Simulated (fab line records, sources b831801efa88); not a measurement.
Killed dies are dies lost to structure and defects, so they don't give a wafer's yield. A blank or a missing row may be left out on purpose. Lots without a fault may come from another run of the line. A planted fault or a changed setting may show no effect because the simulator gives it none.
fab line records | flow sfq_line
record lots=6 wafers=18 last_day=86
route steps=325 shown I5@233 C5@240
lots that met no fault: from a run of the same line without faults
start_h: hours from the record's first day to the start of the lot's first wafer shown | wait_h: hours since the lot's step before | " the same as in the row above | L1.1+2: a row that stands for several wafers | - no value, or no start given | * or withheld: withheld | < > ~ a bound
route shown NAME@n: a module of which the file shows steps, and the number in the route of the first | usual: mean/standard deviation of fault-free wafers | same: alike in all rows | chamber/n: place in a boat | sites: the reading at each site | _std_site: their standard deviation | _edge_site: outer sites' mean less inner sites' | radius_mm: how far each site lies from the wafer's centre | mask NAME#n: copy n | behind: the tool/chamber that last shaped the wafer | hold: why the lot was held/for how many hours/how that ended | device: the transistor (n, p or np) that didn't switch | end of line: the same wafers' tests at the end of the route | a step without rows: its recipe alone | killed: dies lost to structure and defects at the first sort, not the wafer's yield | map: a wafer's dies, x killed, . not, _ none there
set.NAME: the setting as run; set.NAME@STEP: as run at that earlier step | model.NAME: the simulator's own value behind a step, which no gauge read
lots at some steps of the route; a table a step, a row a wafer
services: from which hour (start_h, from the record's first day; less than 0 if before it) a tool's chamber was out of use, for how many hours, and why
## steps
# step SFQ_TRILAYER_I5_LITHO_PEB_147
# recipe peb_temp_c=115 peb_time_s=60 resist=KrF
# step SFQ_TRILAYER_I5_LITHO_DEVELOP_146
# recipe time_s=60 resist=KrF
# step SFQ_I5_OVL_MEAS_936
# usual I5_OVL=1/5.5
# columns lot.wafer tool chamber start_h wait_h I5_OVL[nm]
L361.3 overlay-01 - 1531.63 0.1 1
L361.5 " - " " 0
L361.6 " - " " 0
L364.2 overlay-02 - 1540.03 0.1 -6
L364.3 " - " " -6
L364.5 " - " " -4
L365.2 overlay-01 - 1542.43 0.1 7
L365.3 " - " " 0
L365.4 " - " " 7
L374.1 overlay-01 - 1630.99 0.1 5
L374.4 " - " " 1
L374.5 " - " " 4
L378.2 overlay-02 - 1645.40 0.1 1
L378.3 " - " " -2
L378.6 " - " " 1
L380.1 overlay-01 - 1655.05 0.1 10
L380.3 " - " " 10
L380.5 " - " " 3
# step SFQ_TRILAYER_I5_BARC_OPEN_VIA_ETCH_200
# recipe mask_material=PR chemistry=O2 target_depth_nm=125 target=BARC source_w=500 bias_w=80 pressure_mtorr=30 time_s=41.7
# usual drypump_motor_current_A=5.6/0.49 oes_product_au=0.685/0.0041
# columns lot.wafer tool chamber start_h wait_h drypump_motor_current_A oes_product_au rf_hours_counter_h
L361.3 rie_diel-02 1 1531.66 0.0 4.8 0.688 0
L361.5 " 3 " " 5.7 0.683 -
L361.6 " 0 " " 6.0 0.687 -
L364.2 rie_diel-04 0 1540.06 0.0 5.1 0.685 11
L364.3 " 1 " " 4.9 0.685 9
L364.5 " 3 " " 6.0 0.683 -
L365.2 rie_diel-02 2 1542.46 0.0 6.3 0.690 12
L365.3 " 0 " " 6.0 0.684 18
L365.4 " 1 " " 4.8 0.685 1
L374.1 rie_diel-01 0 1631.03 0.0 5.5 0.682 10
L374.4 " 3 " " 6.1 0.694 14
L374.5 " 2 " " 5.8 0.682 -
L378.2 rie_diel-02 3 1645.43 0.0 5.7 0.690 16
L378.3 " 2 " " 6.3 0.689 14
L378.6 " 0 " " 6.0 0.687 -
L380.1 rie_diel-01 2 1655.09 0.0 5.8 0.683 2
L380.3 " 0 " " 5.5 0.683 11
L380.5 " 3 " " 6.1 0.687 -
# step SFQ_TRILAYER_I5_ETCH_VIA_ETCH_147
# recipe stop_on=Nb mask_material=PR chemistry=CHF3 target_depth_nm=360 source_w=500 bias_w=80 pressure_mtorr=30 time_s=withheld
# usual drypump_motor_current_A=5.6/0.49 oes_product_au=0.989/0.0065
# columns lot.wafer tool chamber start_h wait_h drypump_motor_current_A oes_product_au
L361.3 rie_diel-02 1 1531.70 0.0 4.8 0.994
L361.5 " 3 " " 5.7 0.982
L361.6 " 0 " " 6.0 0.987
L364.2 rie_diel-04 0 1540.10 0.0 5.1 0.978
L364.3 " 1 " " 4.9 0.992
L364.5 " 3 " " 6.1 0.966
L365.2 rie_diel-02 2 1542.50 0.0 6.2 0.985
L365.3 " 0 " " 6.0 0.981
L365.4 " 1 " " 4.8 0.984
L374.1 rie_diel-01 0 1631.07 0.0 5.5 0.983
L374.4 " 3 " " 6.0 0.984
L374.5 " 2 " " 5.9 0.994
L378.2 rie_diel-02 3 1645.47 0.0 5.7 0.995
L378.3 " 2 " " 6.3 0.994
L378.6 " 0 " " 6.0 0.979
L380.1 rie_diel-01 2 1655.13 0.0 5.8 0.989
L380.3 " 0 " " 5.4 0.990
L380.5 " 3 " " 6.1 0.990
# step SFQ_TRILAYER_I5_STRIP_STRIP_148
# recipe gas=O2 power_w=200 platen_temp_c=40 overash_fraction=0.65 chemistry=O2 pressure_mtorr=50
# usual drypump_motor_current_A=5.63/0.26 oes_product_au=1.001/0.0083 platen_temp_c=39.99/0.12
# columns lot.wafer tool chamber start_h wait_h drypump_motor_current_A oes_product_au platen_temp_c rf_hours_counter_h
L361.3 rie_metal-04 0 1532.05 - 5.58 0.981 40.04 -
L361.5 " 1 " " 5.66 1.005 40.11 -
L361.6 " 0 " " 5.60 0.989 39.97 -
L364.2 rie_metal-04 1 1540.25 - 5.67 1.005 40.13 33
L364.3 " 1 " " 5.67 0.993 40.08 -
L364.5 " 1 " " 5.64 0.994 40.03 -
L365.2 rie_metal-02 0 1542.65 - 5.57 1.004 39.93 48
L365.3 " 1 " " 5.78 1.007 40.08 -
L365.4 " 0 " " 5.59 1.001 40.01 -
L374.1 rie_metal-04 0 1631.22 - 5.58 1.000 40.13 62
L374.4 " 0 " " 5.58 1.008 40.01 -
L374.5 " 0 " " 5.58 1.005 40.05 -
L378.2 rie_metal-01 0 1645.62 - 5.21 0.991 40.21 61
L378.3 " 0 " " 5.21 0.998 40.14 -
L378.6 " 1 " " 5.96 1.001 39.94 -
L380.1 rie_metal-01 1 1655.28 - 5.96 1.003 40.01 79
L380.3 " 0 " " 5.19 1.001 40.03 -
L380.5 " 0 " " 5.19 1.000 39.86 -
# step SFQ_TRILAYER_I5_STRIP_SOLV_CLEAN_149
# recipe chemistry=NMP temp_c=70 time_s=600
# step SFQ_TRILAYER_C5_LITHO_COAT_156
# recipe resist=BARC spin_rpm=3000 resist_thk_nm=62
# step SFQ_TRILAYER_C5_LITHO_COAT_151
# recipe resist=KrF spin_rpm=3000 resist_thk_nm=650
# step SFQ_TRILAYER_C5_LITHO_SOFTBAKE_155
# recipe temp_c=withheld time_s=withheld resist=KrF
# step SFQ_TRILAYER_C5_LITHO_EXPOSE_152
# recipe mask_id=C5 na=0.6 source_shape=conventional sigma_outer=0.65 target_cd_nm=500 dose_mj=21.3
# step SFQ_TRILAYER_C5_LITHO_PEB_154
# recipe peb_temp_c=115 peb_time_s=60 resist=KrF
# step SFQ_TRILAYER_C5_LITHO_DEVELOP_153
# recipe time_s=60 resist=KrF
# usual chill_plate_temp_C=22.99/0.11 exhaust_pa=45.0/0.94
# columns lot.wafer tool chamber start_h wait_h chill_plate_temp_C exhaust_pa model.KrF_of_TRILAYER_C5_LITHO_COAT_151.thk_nm
L361.3 litho_track-01 0 1653.75 0.1 22.89 45.0 625.2
L361.5 " 0 " " 23.00 45.5 626
L361.6 " 0 " " 23.00 44.5 628.4
L364.2 litho_track-02 - 1663.45 0.1 - - 650.4
L364.3 " - " " - - 650.8
L364.5 " - " " - - 652.2
L365.2 litho_track-02 - 1665.98 0.1 - - 649.7
L365.3 " - " " - - 650.9
L365.4 " - " " - - 649.3
L374.1 litho_track-03 0 1722.70 0.1 22.79 45.3 621.9
L374.4 " 0 " " 23.11 43.9 622.8
L374.5 " 0 " " 22.87 45.1 623.4
L378.2 litho_track-02 0 1739.62 0.1 22.90 46.1 624.6
L378.3 " 0 " " 22.87 45.0 622.2
L378.6 " 0 " " 22.99 45.5 624.3
L380.1 litho_track-02 0 1750.52 0.1 22.98 45.6 626.2
L380.3 " 0 " " 22.94 45.6 626.4
L380.5 " 0 " " 23.09 46.2 627.1
# step SFQ_C5_OVL_MEAS_937
# usual C5_OVL=-3/5
# columns lot.wafer tool chamber start_h wait_h C5_OVL[nm]
L361.3 overlay-01 - 1653.86 0.1 -1
L361.5 " - " " -6
L361.6 " - " " 4
L364.2 overlay-02 - 1663.58 0.1 -
L364.3 " - " " -
L364.5 " - " " -
L365.2 overlay-01 - 1666.11 0.1 -
L365.3 " - " " -
L365.4 " - " " -
L374.1 overlay-02 - 1722.85 0.1 1
L374.4 " - " " 0
L374.5 " - " " 1
L378.2 overlay-02 - 1739.79 0.1 -11
L378.3 " - " " -16
L378.6 " - " " -6
L380.1 overlay-02 - 1750.67 0.1 -3
L380.3 " - " " -1
L380.5 " - " " -3
## services
# columns tool chamber start_h hours kind
rie_diel-01 2 1515.35 - clean
rie_diel-01 2 1515.35 19.6 scheduled_down
rie_diel-01 2 1515.35 19.6 vent_cycle
rie_diel-01 0 1521.11 8.1 repair
rie_diel-04 2 1536.80 8.6 repair
rie_diel-04 2 1545.37 - clean
rie_diel-04 2 1545.37 20.4 scheduled_down
rie_metal-01 - 1558.18 2.8 pm
rie_metal-04 - 1558.43 2.8 pm
rie_diel-01 - 1568.97 0.6 repair
rie_diel-02 0 1581.36 - clean
rie_diel-02 0 1581.36 21.0 scheduled_down
rie_diel-02 0 1581.36 21.0 vent_cycle
rie_diel-04 0 1591.69 7.1 repair
rie_diel-04 0 1602.34 7.3 repair
rie_diel-02 3 1634.01 1.4 repair
rie_diel-02 - 1655.58 0.2 repair
rie_metal-01 1 1670.83 3.3 repair
rie_diel-01 - 1674.19 0.2 repair
rie_diel-04 0 1680.13 4.2 repair
rie_diel-01 1 1697.78 1.4 repair
rie_metal-04 - 1700.52 0.2 repair
rie_metal-01 1 1717.00 2.7 repair
rie_diel-04 0 1729.49 3.9 repair
## key
first_sign step=SFQ_TRILAYER_C5_LITHO_DEVELOP_153 reading=tool_record direction=missing
effect none on later readings
model_effect step=SFQ_TRILAYER_C5_LITHO_DEVELOP_153 value=KrF_of_TRILAYER_C5_LITHO_COAT_151.thk_nm without=625.2 struck=650.6
met_at SFQ_TRILAYER_C5_LITHO_DEVELOP_153
struck_wafers L364.2,L364.3,L364.5,L365.2,L365.3,L365.4
fault kind=skipped_step_whole tool=litho_track-02 chamber=- onset_h=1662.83 steps=SFQ_TRILAYER_C5_LITHO_DEVELOP_153 scope=struck_lots_only
